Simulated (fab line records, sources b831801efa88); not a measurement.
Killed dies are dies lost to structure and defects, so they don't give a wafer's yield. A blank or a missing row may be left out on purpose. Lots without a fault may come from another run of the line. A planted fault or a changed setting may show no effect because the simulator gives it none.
Which tool did it? | flow sky130 | 6 lots, 18 wafers sampled, at 4 steps of a route of 708

WHAT THE GAUGES READ, wafer by wafer
SKY_CONTACT_THK_MEAS_01.
lot  | measured     | on            | CONTACT_CVD_00_THK (nm)
L279 | day 31 18:35 | film_metro-01 | 75.1 75.3 76.3
L281 | day 32 14:35 | film_metro-04 | 75.6 74.7 75.9
L285 | day 34 06:44 | film_metro-02 | 73.6 73.5 75.6
L290 | day 35 12:22 | film_metro-02 | 74.8 73.2 73.8
L298 | day 38 01:02 | film_metro-02 | 74.9 74.8 75.6

WHICH TOOL RAN EACH LOT (tool, then ch and the chambers of the sampled wafers, then the start)
lot  | SKY_VT_ADJUST_LVTN_STRIP_20          | SKY_SONOS_TUNNEL_WET_ETCH_10    | SKY_LOCAL_INTERCONNECT_METAL_ETCH_14
L279 | plasma_asher-02 ch 0,1, day 8 23:52  | wet_bench-03 ch 0, day 12 19:56 | rie_metal-03 ch 0,1, day 31 17:54
L281 | plasma_asher-04 ch 0,1, day 9 09:02  | wet_bench-02 ch 3, day 13 12:14 | rie_metal-04 ch 0,1, day 32 13:54
L285 | plasma_asher-02 ch 0,1, day 10 19:16 | wet_bench-01 ch 3, day 15 00:09 | rie_metal-04 ch 0,1, day 34 06:03
L287 | plasma_asher-02 ch 0,1, day 11 09:47 | wet_bench-02 ch 2, day 15 16:53 | -
L290 | plasma_asher-02 ch 0,1, day 12 02:10 | wet_bench-01 ch 2, day 16 12:15 | rie_metal-02 ch 0,1, day 35 11:39
L298 | plasma_asher-02 ch 0,1, day 14 15:07 | wet_bench-03 ch 1, day 19 09:45 | rie_metal-03 ch 0,1, day 38 00:13
- SKY_VT_ADJUST_LVTN_STRIP_20: strips in O2/N2.
- SKY_SONOS_TUNNEL_WET_ETCH_10: etches SiO2 in dHF, target depth 14 nm, time 280 s.
- SKY_LOCAL_INTERCONNECT_METAL_ETCH_14: etches TiN in Cl2/BCl3, stops on PSG, target depth 110 nm, time 31.4 s.

THE ANSWER, worked out from the rows above alone
Rule: what is usual is taken from the lots themselves. Put in order of their means at a reading, lots are off if they are a third of the lots or fewer, leave a main group of 4 or more, and stand apart from it by a gap of 3 or more times the standard deviation of the main group's means; of several such gaps the widest counts. A main group whose means are all the same, to the digits that the tables above print for the reading, isn't used. A lot without any number at a reading at which 4 lots or more have one is off too. The other lots that the step has rows for count as sound.
No lot is off at any reading shown: from this, nothing can be told.

WHAT THE SIMULATOR HAD PUT IN
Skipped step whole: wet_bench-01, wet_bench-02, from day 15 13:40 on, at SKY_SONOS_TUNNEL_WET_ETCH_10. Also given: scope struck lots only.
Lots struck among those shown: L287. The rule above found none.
